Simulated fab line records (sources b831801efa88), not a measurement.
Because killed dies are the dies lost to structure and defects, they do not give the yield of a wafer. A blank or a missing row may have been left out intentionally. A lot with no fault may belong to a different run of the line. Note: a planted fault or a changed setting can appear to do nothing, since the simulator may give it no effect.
fab line records | flow sfq-line
record: lots: 6 | wafers: 18 | last-day: 90
route steps=325 shown C5@250 M6@251
lots untouched by any fault: they come from a run of this same line in which no faults occurred
start-h: hours from the record's first day to the start of the lot's first wafer shown | wait-h: hours since the lot's step before | " repeats the value in the row above | L1.1+2: a single row standing in for several wafers | - either no value or no given start | * or withheld: withheld | < > ~ a bound
route shown NAME@n: NAME is a module with steps in the file, n the number in the route of the first one | usual: mean/standard deviation taken from wafers without a fault | same: alike in all rows | chamber/n: place in a boat | sites: the reading at each site | _std_site: the standard deviation of these | _edge_site: outer sites' mean less inner sites' | radius-mm: how far each site lies from the wafer's centre | mask NAME#n: copy n | behind: the tool/chamber that last shaped the wafer | hold: what put the lot on hold/how long, in hours/how the hold closed | device: whichever transistor did not switch (one of n, p or np) | end of line: the same wafers' tests at the end of the route | a step given without rows: its recipe and nothing more | killed: dies that structure and defects cost at the first sort, which is not the same as the wafer's yield | map: shows each die of a wafer: x if killed, . if not, _ if none is there
set.NAME: the setting as run; set.NAME@STEP: as run at that earlier step | model.NAME: the simulator's own value behind a step, which no gauge read
certain route steps with their lots: each step a table, each wafer a row
services: from which hour (start-h, from the record's first day; less than 0 if before it) a tool's chamber was out of use, for how many hours, and why
== steps ==
step: SFQ_TRILAYER_C5_STRIP_SOLV_CLEAN_156
recipe: chemistry: NMP | temp-c: 70 | time-s: 600
step: SFQ_TRILAYER_M6_DEP_PRE_CLEAN_158
recipe: gas: Ar | time-s: 22.5 | bias-v: 250
step: SFQ_TRILAYER_M6_DEP_SPUTTER_157
recipe: material: Nb | base-pressure-pa: 1.33e-06 | chamber-pressure-pa: 0.1333 | substrate-temp-c: 20 | target-thk-nm: 200 | power-w: 2000 | time-s: 133.3
usual: throttle-valve-pct: 30.5/0.97
lot.wafer | tool           | chamber | start-h | wait-h | throttle-valve-pct
L761.1    | pvd-sputter-03 | -       | 1756.59 | 0.0    | 31.7
L761.2    | "              | -       | "       | "      | 29.9
L761.3    | "              | -       | "       | "      | 29.0
L762.3    | pvd-sputter-06 | -       | 1784.21 | 0.0    | 29.9
L762.5    | "              | -       | "       | "      | 30.5
L762.6    | "              | -       | "       | "      | 29.1
L768.1    | pvd-sputter-06 | -       | 1833.39 | 0.0    | 30.4
L768.2    | "              | -       | "       | "      | 30.3
L768.3    | "              | -       | "       | "      | 30.1
L769.1    | pvd-sputter-03 | -       | 1835.79 | 0.0    | 31.8
L769.2    | "              | -       | "       | "      | 31.8
L769.6    | "              | -       | "       | "      | 31.4
L771.1    | pvd-sputter-03 | -       | 1838.19 | 0.0    | 31.3
L771.2    | "              | -       | "       | "      | 29.8
L771.5    | "              | -       | "       | "      | 29.9
L774.2    | pvd-sputter-04 | -       | 1847.79 | 0.0    | 31.4
L774.3    | "              | -       | "       | "      | 30.6
L774.6    | "              | -       | "       | "      | 31.8
step: SFQ_M6_RS_MEAS_938
recipe: thk-meas-gauge: four-point-probe | reads: Nb_of_TRILAYER_M6_DEP_SPUTTER_157
usual: M6_NB_RS: 0.894/0.0075
lot.wafer | tool          | chamber | start-h | wait-h | M6_NB_RS[ohm/sq]
L761.1    | film-metro-02 | -       | 1756.68 | 0.0    | 0.892
L761.2    | "             | -       | "       | "      | 0.881
L761.3    | "             | -       | "       | "      | 0.886
L762.3    | film-metro-02 | -       | 1784.34 | 0.1    | 0.894
L762.5    | "             | -       | "       | "      | 0.885
L762.6    | "             | -       | "       | "      | 0.902
L768.1    | film-metro-04 | -       | 1833.48 | 0.0    | 0.875
L768.2    | "             | -       | "       | "      | 0.890
L768.3    | "             | -       | "       | "      | 0.882
L769.1    | film-metro-04 | -       | 1835.88 | 0.0    | 0.887
L769.2    | "             | -       | "       | "      | 0.893
L769.6    | "             | -       | "       | "      | 0.884
L771.1    | film-metro-01 | -       | 1838.28 | 0.0    | 0.888
L771.2    | "             | -       | "       | "      | 0.895
L771.5    | "             | -       | "       | "      | 0.887
L774.2    | film-metro-04 | -       | 1847.90 | 0.1    | 0.897
L774.3    | "             | -       | "       | "      | 0.889
L774.6    | "             | -       | "       | "      | 0.892
step: SFQ_TRILAYER_M6_LITHO_COAT_164
recipe: resist: BARC | spin-rpm: 3000 | resist-thk-nm: 62
step: SFQ_TRILAYER_M6_LITHO_COAT_159
recipe: resist: KrF | spin-rpm: 3000 | resist-thk-nm: 600
step: SFQ_TRILAYER_M6_LITHO_SOFTBAKE_163
recipe: temp-c: withheld | time-s: withheld | resist: KrF
step: SFQ_TRILAYER_M6_LITHO_EXPOSE_160
recipe: mask-id: M6 | na: 0.6 | source-shape: conventional | sigma-outer: 0.65 | target-cd-nm: 500 | dose-mj: 14.4
step: SFQ_TRILAYER_M6_LITHO_PEB_162
recipe: peb-temp-c: 115 | peb-time-s: 60 | resist: KrF
step: SFQ_TRILAYER_M6_LITHO_DEVELOP_161
recipe: time-s: 60 | resist: KrF
step: SFQ_M6_OVL_MEAS_940
usual: M6_OVL: 1/5
lot.wafer | tool       | chamber | start-h | wait-h | M6_OVL[nm]
L761.1    | overlay-02 | -       | 1759.11 | 0.1    | 1
L761.2    | "          | -       | "       | "      | 6
L761.3    | "          | -       | "       | "      | 2
L762.3    | overlay-02 | -       | 1786.94 | 0.1    | -6
L762.5    | "          | -       | "       | "      | -9
L762.6    | "          | -       | "       | "      | -10
L768.1    | overlay-02 | -       | 1838.26 | 0.1    | -3
L768.2    | "          | -       | "       | "      | 0
L768.3    | "          | -       | "       | "      | -6
L769.1    | overlay-02 | -       | 1839.46 | 0.1    | -4
L769.2    | "          | -       | "       | "      | 6
L769.6    | "          | -       | "       | "      | 6
L771.1    | overlay-02 | -       | 1843.06 | 0.1    | 0
L771.2    | "          | -       | "       | "      | 0
L771.5    | "          | -       | "       | "      | 1
L774.2    | overlay-02 | -       | 1889.97 | 0.1    | 3
L774.3    | "          | -       | "       | "      | -4
L774.6    | "          | -       | "       | "      | 1
step: SFQ_TRILAYER_M6_BARC_OPEN_METAL_ETCH_206
recipe: mask-material: PR | chemistry: O2 | target-depth-nm: 125 | target: BARC | icp-w: 600 | bias-w: 80 | pressure-mtorr: 10 | time-s: 41.7
usual: drypump-motor-current-A: 5.9/0.35 | oes-product-au: 0.686/0.0044
lot.wafer | tool         | chamber | start-h | wait-h | drypump-motor-current-A | oes-product-au | rf-hours-counter-h | model.KrF_of_TRILAYER_M6_LITHO_COAT_159.thk-nm
L761.1    | rie-metal-01 | 1       | 1759.15 | 0.0    | 5.6                     | 0.685          | 102                | 522.5
L761.2    | "            | 0       | "       | "      | 5.4                     | 0.689          | 40                 | 523.3
L761.3    | "            | 1       | "       | "      | 5.6                     | 0.690          | -                  | 521.3
L762.3    | rie-metal-03 | 0       | 1786.98 | 0.0    | 6.3                     | 0.687          | -                  | 523.9
L762.5    | "            | 0       | "       | "      | 6.4                     | 0.684          | -                  | 523.5
L762.6    | "            | 1       | "       | "      | 6.0                     | 0.685          | -                  | 523.1
L768.1    | rie-metal-03 | 0       | 1838.30 | 0.0    | 6.3                     | 0.687          | 104                | 525
L768.2    | "            | 1       | "       | "      | 6.1                     | 0.689          | 97                 | 544.1
L768.3    | "            | 0       | "       | "      | 6.3                     | 0.683          | -                  | 525.8
L769.1    | rie-metal-01 | 0       | 1839.50 | 0.0    | 5.4                     | 0.677          | 55                 | 524.2
L769.2    | "            | 1       | "       | "      | 5.6                     | 0.678          | 117                | 524.5
L769.6    | "            | 1       | "       | "      | 5.6                     | 0.677          | -                  | 524.1
L771.1    | rie-metal-03 | 1       | 1843.10 | 0.0    | 6.1                     | 0.684          | 98                 | 541.5
L771.2    | "            | 0       | "       | "      | 6.4                     | 0.689          | 105                | 521.8
L771.5    | "            | 1       | "       | "      | 6.1                     | 0.685          | -                  | 541.4
L774.2    | rie-metal-02 | 1       | 1890.00 | 0.0    | 5.5                     | 0.681          | 68                 | 526.1
L774.3    | "            | 1       | "       | "      | 5.6                     | 0.678          | -                  | 525.1
L774.6    | "            | 1       | "       | "      | 5.6                     | 0.680          | -                  | 522
step: SFQ_TRILAYER_M6_ETCH_METAL_ETCH_162
recipe: target: Nb | stop-on: SiO2 | mask-material: PR | chemistry: Cl2/Ar | target-depth-nm: 240 | icp-w: 600 | bias-w: 80 | pressure-mtorr: 10 | time-s: 120
usual: drypump-motor-current-A: 5.9/0.34 | oes-product-au: 0.892/0.0066
lot.wafer | tool         | chamber | start-h | wait-h | drypump-motor-current-A | oes-product-au | rf-hours-counter-h | model.KrF_of_TRILAYER_M6_LITHO_COAT_159.thk-nm
L761.1    | rie-metal-01 | 1       | 1759.21 | 0.0    | 5.6                     | 0.892          | 102                | 384
L761.2    | "            | 0       | "       | "      | 5.4                     | 0.891          | 40                 | 382.7
L761.3    | "            | 1       | "       | "      | 5.6                     | 0.896          | -                  | 383
L762.3    | rie-metal-03 | 0       | 1787.06 | 0.1    | 6.4                     | 0.881          | -                  | 382.5
L762.5    | "            | 0       | "       | "      | 6.4                     | 0.895          | -                  | 381.7
L762.6    | "            | 1       | "       | "      | 6.1                     | 0.883          | -                  | 380.9
L768.1    | rie-metal-03 | 0       | 1838.36 | 0.0    | 6.4                     | 0.903          | 104                | 381.1
L768.2    | "            | 1       | "       | "      | 6.0                     | 0.896          | 97                 | 399.8
L768.3    | "            | 0       | "       | "      | 6.3                     | 0.895          | -                  | 381.4
L769.1    | rie-metal-01 | 0       | 1839.56 | 0.0    | 5.4                     | 0.899          | 55                 | 383.2
L769.2    | "            | 1       | "       | "      | 5.6                     | 0.890          | 117                | 383.8
L769.6    | "            | 1       | "       | "      | 5.6                     | 0.906          | -                  | 382.7
L771.1    | rie-metal-03 | 1       | 1843.16 | 0.0    | 6.0                     | 0.895          | 98                 | 397.5
L771.2    | "            | 0       | "       | "      | 6.4                     | 0.888          | 105                | 377.2
L771.5    | "            | 1       | "       | "      | 6.0                     | 0.899          | -                  | 396.7
L774.2    | rie-metal-02 | 1       | 1890.06 | 0.0    | 5.6                     | 0.898          | 68                 | 384.9
L774.3    | "            | 1       | "       | "      | 5.6                     | 0.892          | -                  | 384.1
L774.6    | "            | 1       | "       | "      | 5.5                     | 0.894          | -                  | 380
step: SFQ_TRILAYER_M6_STRIP_STRIP_163
recipe: gas: O2 | power-w: 200 | platen-temp-c: 40 | overash-fraction: 0.65 | chemistry: O2 | pressure-mtorr: 50
usual: drypump-motor-current-A: 5.9/0.34 | oes-product-au: 1.002/0.0077
lot.wafer | tool         | chamber | start-h | wait-h | drypump-motor-current-A | oes-product-au | rf-hours-counter-h
L761.1    | rie-metal-01 | 1       | 1759.33 | 0.1    | 5.6                     | 1.002          | 103
L761.2    | "            | 0       | "       | "      | 5.4                     | 1.006          | 40
L761.3    | "            | 1       | "       | "      | 5.6                     | 0.984          | -
L762.3    | rie-metal-03 | 0       | 1787.35 | 0.2    | 6.3                     | 1.005          | -
L762.5    | "            | 0       | "       | "      | 6.3                     | 1.004          | -
L762.6    | "            | 1       | "       | "      | 6.1                     | 1.013          | -
L768.1    | rie-metal-03 | 0       | 1838.48 | 0.1    | 6.3                     | 0.999          | 104
L768.2    | "            | 1       | "       | "      | 6.1                     | 0.995          | 97
L768.3    | "            | 0       | "       | "      | 6.4                     | 1.011          | -
L769.1    | rie-metal-01 | 0       | 1839.68 | 0.1    | 5.4                     | 0.995          | 55
L769.2    | "            | 1       | "       | "      | 5.6                     | 0.997          | 117
L769.6    | "            | 1       | "       | "      | 5.6                     | 0.999          | -
L771.1    | rie-metal-03 | 1       | 1843.28 | 0.1    | 6.0                     | 1.008          | 98
L771.2    | "            | 0       | "       | "      | 6.3                     | 1.013          | 105
L771.5    | "            | 1       | "       | "      | 6.0                     | 1.013          | -
L774.2    | rie-metal-02 | 1       | 1890.18 | 0.1    | 5.6                     | 0.987          | 68
L774.3    | "            | 1       | "       | "      | 5.6                     | 0.996          | -
L774.6    | "            | 1       | "       | "      | 5.5                     | 0.996          | -
== services ==
tool           | chamber | start-h | hours | kind
pvd-sputter-03 | -       | 1767.51 | 4.6   | repair
pvd-sputter-03 | -       | 1771.27 | 0.5   | repair
pvd-sputter-03 | -       | 1776.58 | 1.9   | repair
pvd-sputter-03 | -       | 1782.41 | 2.5   | repair
pvd-sputter-06 | -       | 1786.19 | 9.1   | repair
pvd-sputter-06 | 3       | 1795.30 | -     | consumable-replace:kit
pvd-sputter-06 | 3       | 1795.30 | 18.0  | scheduled-down
pvd-sputter-06 | 3       | 1795.30 | 18.0  | vent-cycle
pvd-sputter-03 | -       | 1823.49 | 8.0   | repair
rie-metal-01   | 0       | 1843.55 | 2.5   | repair
pvd-sputter-04 | -       | 1887.56 | 6.5   | repair
== key ==
first-sign none at tools or gauges
model-effect: step: SFQ_TRILAYER_M6_BARC_OPEN_METAL_ETCH_206 | value: KrF_of_TRILAYER_M6_LITHO_COAT_159.thk-nm | without: 523.4 | struck: 542.3
model-effect: step: SFQ_TRILAYER_M6_ETCH_METAL_ETCH_162 | value: KrF_of_TRILAYER_M6_LITHO_COAT_159.thk-nm | without: 379.1 | struck: 398
met-at SFQ_TRILAYER_M6_BARC_OPEN_METAL_ETCH_206
struck-wafers L768.2,L771.1,L771.5
onset-between 1786.98 1838.30
fault: kind: process-parameter-drift | tool: rie-metal-03 | chamber: 1 | onset-h: 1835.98 | steps: SFQ_TRILAYER_M6_BARC_OPEN_METAL_ETCH_206 | channel: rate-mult | offset: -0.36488 | shape: step | end-h: 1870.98
